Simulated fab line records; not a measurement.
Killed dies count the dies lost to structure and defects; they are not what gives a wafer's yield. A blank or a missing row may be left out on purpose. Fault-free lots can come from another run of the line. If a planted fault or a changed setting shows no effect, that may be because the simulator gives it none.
Which tool did it? ; flow sky130 ; 33 wafers from 11 lots sampled at 5 of the route's 708 steps

## WHAT THE GAUGES READ, wafer by wafer
SKY_VIA4_THK_MEAS_01. Usual: VIA4_HDPCVD_THK 1745 nm, standard deviation 18.
lot;measured;on;VIA4_HDPCVD_THK (nm);flag
L912;day 40 14:43;film metro-01;1726 1744 1740;
L913;day 41 16:34;film metro-04;1759 1743 1781;
L916;day 43 07:14;film metro-03;1766 1774 1763;
L918;day 43 17:33;film metro-03;1721 1741 1723;
L920;day 44 19:40;film metro-03;1728 2812 2833;OFF
L921;day 44 22:26;film metro-03;1739 2836 2869;OFF
L931;day 47 02:29;film metro-01;1718 1722 1728;
L932;day 47 14:41;film metro-03;1769 1759 1793;
L933;day 48 04:22;film metro-03;1757 1743 1755;
L934;day 48 06:49;film metro-04;1758 1770 1761;
L935;day 48 10:55;film metro-04;1757 1763 1784;

SKY_VIA4_BOW_MEAS_03. Usual: VIA4_BOW 80 um, standard deviation 8.6.
lot;measured;on;VIA4_BOW (um);flag
L912;day 40 15:04;film metro-01;81 80 93;
L913;day 41 16:56;film metro-03;81 81 81;
L916;day 43 07:37;film metro-03;79 86 72;
L918;day 43 17:55;film metro-04;72 67 77;
L920;day 44 20:02;film metro-04;63 85 95;
L921;day 44 22:47;film metro-04;92 98 79;
L931;day 47 02:50;film metro-03;75 75 74;
L932;day 47 15:02;film metro-04;82 78 93;
L933;day 48 05:10;film metro-04;93 90 98;
L934;day 48 07:11;film metro-03;80 77 83;
L935;day 48 11:16;film metro-01;79 96 86;

## TOOL THAT RAN EACH LOT (tool first, then ch and the chambers of the sampled wafers, then the start)
lot;SKY_CAP2M_SPUTTER_02;SKY_METAL4_DESCUM_15;SKY_VIA4_HDPCVD_00
L912;pvd sputter-01, day 38 09:55;rie metal-04 ch 0,1, day 40 13:37;hdpcvd-01 ch 0,1,2, day 40 14:32
L913;pvd sputter-02, day 39 14:02;rie metal-04 ch 0,1, day 41 15:28;hdpcvd-02 ch 0,2, day 41 16:23
L916;pvd sputter-04, day 41 06:59;rie metal-01 ch 0,1, day 43 06:04;hdpcvd-01 ch 0,1,2, day 43 07:03
L918;pvd sputter-01, day 41 16:23;rie metal-01 ch 0,1, day 43 16:25;hdpcvd-02 ch 0,1, day 43 17:22
L920;pvd sputter-04, day 42 19:13;rie metal-01 ch 0,1, day 44 18:22;hdpcvd-02 ch 0,1, day 44 19:29
L921;pvd sputter-01, day 42 23:41;rie metal-01 ch 0,1, day 44 21:08;hdpcvd-02 ch 1,2, day 44 22:15
L931;pvd sputter-01, day 45 08:04;rie metal-01 ch 0,1, day 47 01:16;hdpcvd-01 ch 0,1,2, day 47 02:18
L932;pvd sputter-04, day 45 20:43;rie metal-02 ch 0,1, day 47 13:35;hdpcvd-02 ch 0,1,2, day 47 14:31
L933;pvd sputter-04, day 46 12:05;rie metal-02 ch 1, day 48 03:16;hdpcvd-01 ch 0,1,2, day 48 04:11
L934;pvd sputter-01, day 46 14:28;rie metal-04 ch 0,1, day 48 05:43;hdpcvd-01 ch 0,1,2, day 48 06:38
L935;pvd sputter-04, day 46 18:36;rie metal-04 ch 0,1, day 48 09:47;hdpcvd-02 ch 0,1,2, day 48 10:44
- SKY_CAP2M_SPUTTER_02: material TiN, target thk 200 nm, time 166.7 s.
- SKY_METAL4_DESCUM_15: chemistry O2, time 8 s.
- SKY_VIA4_HDPCVD_00: deposits SiO2, target thk 1750 nm, time 291.7 s.

## WHAT THE TOOLS THEMSELVES READ (means of the sampled wafers that have a number; where no wafer has one, the mark that the record gives instead)
SKY_CAP2M_SPUTTER_02. Usual: cathode dc power W 6499.9 W, standard deviation 1.2; substrate temp c 299.99 C, standard deviation 0.19; throttle valve pct 30.0 %, standard deviation 1.2.
lot;tool;cathode dc power W (W);substrate temp c (C);throttle valve pct (%);flag
L912;pvd sputter-01;6499.6;299.87;29.7;
L913;pvd sputter-02;6500.5;299.97;29.3;
L916;pvd sputter-04;6499.3;300.00;29.9;
L918;pvd sputter-01;6500.3;299.92;30.5;
L920;pvd sputter-04;6499.2;300.05;30.1;
L921;pvd sputter-01;6500.7;299.87;29.5;
L931;pvd sputter-01;6499.2;299.75;28.9;
L932;pvd sputter-04;6500.5;300.02;30.1;
L933;pvd sputter-04;6499.2;299.94;30.1;
L934;pvd sputter-01;6500.0;299.71;31.8;
L935;pvd sputter-04;6499.4;300.07;29.5;

SKY_METAL4_DESCUM_15. Usual: drypump motor current A 5.6 A, standard deviation 0.43; oes product au 1.001 a.u., standard deviation 0.0069.
lot;tool;drypump motor current A (A);oes product au (a.u.);flag
L912;rie metal-04;5.7;1.007;
L913;rie metal-04;5.7;1.002;
L916;rie metal-01;5.9;0.996;
L918;rie metal-01;5.9;0.998;
L920;rie metal-01;5.9;1.001;
L921;rie metal-01;5.9;1.002;
L931;rie metal-01;5.9;0.990;
L932;rie metal-02;5.5;0.999;
L933;rie metal-02;5.1;1.009;
L934;rie metal-04;5.9;1.001;
L935;rie metal-04;5.8;1.003;

SKY_VIA4_HDPCVD_00. Usual: run length s 319.8 s, standard deviation 0.58; sih4 flow sccm 60.00 sccm, standard deviation 0.18.
lot;tool;run length s (s);sih4 flow sccm (sccm);flag
L912;hdpcvd-01;319.9;60.21;
L913;hdpcvd-02;319.5;60.15;
L916;hdpcvd-01;319.9;59.97;
L918;hdpcvd-02;319.4;60.05;
L920;hdpcvd-02;442.4;59.96;OFF
L921;hdpcvd-02;442.7;60.18;OFF
L931;hdpcvd-01;319.8;60.06;
L932;hdpcvd-02;319.6;59.88;
L933;hdpcvd-01;319.5;60.07;
L934;hdpcvd-01;319.8;59.87;
L935;hdpcvd-02;319.7;59.91;

## THE ANSWER, worked out from the rows above alone
Rule: lot off if the mean of its wafers having a number is beyond 3 standard deviations from the usual mean. A lot without any number at a reading at which 4 lots or more have one is off too. Where the step has rows for the other lots, those lots are counted as sound. After the gauges, taken in route order, come the tools' own readings; for these a lot's mean is taken, as printed above. The first step at which some lot is off is used, and at that step the reading that is off furthest; a lot without a number counts as furthest.
Off: L920, L921, at SKY_VIA4_THK_MEAS_01 (VIA4_HDPCVD_THK).
If a tool, at a process step before that reading, ran all the lots that are off and no sound lot after the first of them, it fits. Not tried: the gauges at SKY_VIA4_THK_MEAS_01; whatever is off there is also off at SKY_VIA4_HDPCVD_00, on other tools, and gauge error can't account for it. None of those tried fits.

## WHAT WAS PUT IN BY THE SIMULATOR
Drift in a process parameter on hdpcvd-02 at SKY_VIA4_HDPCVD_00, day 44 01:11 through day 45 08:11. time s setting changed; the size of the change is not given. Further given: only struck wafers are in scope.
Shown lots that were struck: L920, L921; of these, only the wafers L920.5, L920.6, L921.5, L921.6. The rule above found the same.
